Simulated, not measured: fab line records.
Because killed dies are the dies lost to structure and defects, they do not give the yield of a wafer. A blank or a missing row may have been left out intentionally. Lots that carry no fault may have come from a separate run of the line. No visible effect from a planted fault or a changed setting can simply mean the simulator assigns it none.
Which tool was responsible? ; flow sky130 ; 6 lots with 18 wafers sampled at 2 steps, on a route of 708 steps

## WHAT THE GAUGES READ, wafer by wafer
SKY_VT_ADJUST_HVTP_TW_MEAS_11.
lot;measured;on;VT_ADJUST_HVTP_TW
L824;day 6 13:32;film_metro-03;1364 1365 1372
L825;day 6 21:58;film_metro-03;1363 1376 1370
L828;day 7 11:32;film_metro-04;1373 1373 1362
L837;day 9 14:47;film_metro-01;1374 1377 1380
L840;day 10 12:00;film_metro-04;1371 1371 1364
L845;day 12 10:23;film_metro-01;1375 1368 1367

## EACH LOT AND THE TOOL THAT RAN IT (in order: tool; ch and the chambers of the sampled wafers; start)
lot;SKY_VT_ADJUST_HVTP_IMPLANT_09
L824;implanter-04 ch 0, day 6 13:17
L825;implanter-03 ch 0, day 6 21:44
L828;implanter-04 ch 0, day 7 11:17
L837;implanter-04 ch 0, day 9 14:32
L840;implanter-03 ch 0, day 10 11:47
L845;implanter-01 ch 0, day 12 10:10
- SKY_VT_ADJUST_HVTP_IMPLANT_09

## THE ANSWER, worked out from the rows above alone
Rule: the usual values come from the lots themselves. Put in order of their means at a reading, lots are off if they are a third of the lots or fewer, leave a main group of 4 or more, and stand apart from it by a gap of 3 or more times the standard deviation of the main group's means; of several such gaps the widest counts. Not used: any main group whose means are identical at the precision the tables above print for the reading. A lot without any number at a reading at which 4 lots or more have one is off too. Any other lot the step has rows for is counted as sound.
Off: L837, seen at SKY_VT_ADJUST_HVTP_TW_MEAS_11 (VT_ADJUST_HVTP_TW). Mean 1369 and standard deviation 1.1 in the main group.
If a tool, at a process step before that reading, ran all the lots that are off and no sound lot after the first of them, it fits. The gauges at SKY_VT_ADJUST_HVTP_TW_MEAS_11 are tried like those tools. One fits: SKY_VT_ADJUST_HVTP_IMPLANT_09 on implanter-04. Its last sound lot is L828 (day 7 11:17), its first lot that is off L837 (day 9 14:32): a fault that began between those two fits.

## WHAT THE SIMULATOR PUT IN
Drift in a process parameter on implanter-04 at SKY_VT_ADJUST_HVTP_IMPLANT_09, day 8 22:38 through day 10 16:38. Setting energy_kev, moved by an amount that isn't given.
Shown lots that were struck: L837. This agrees with what the rule above found.
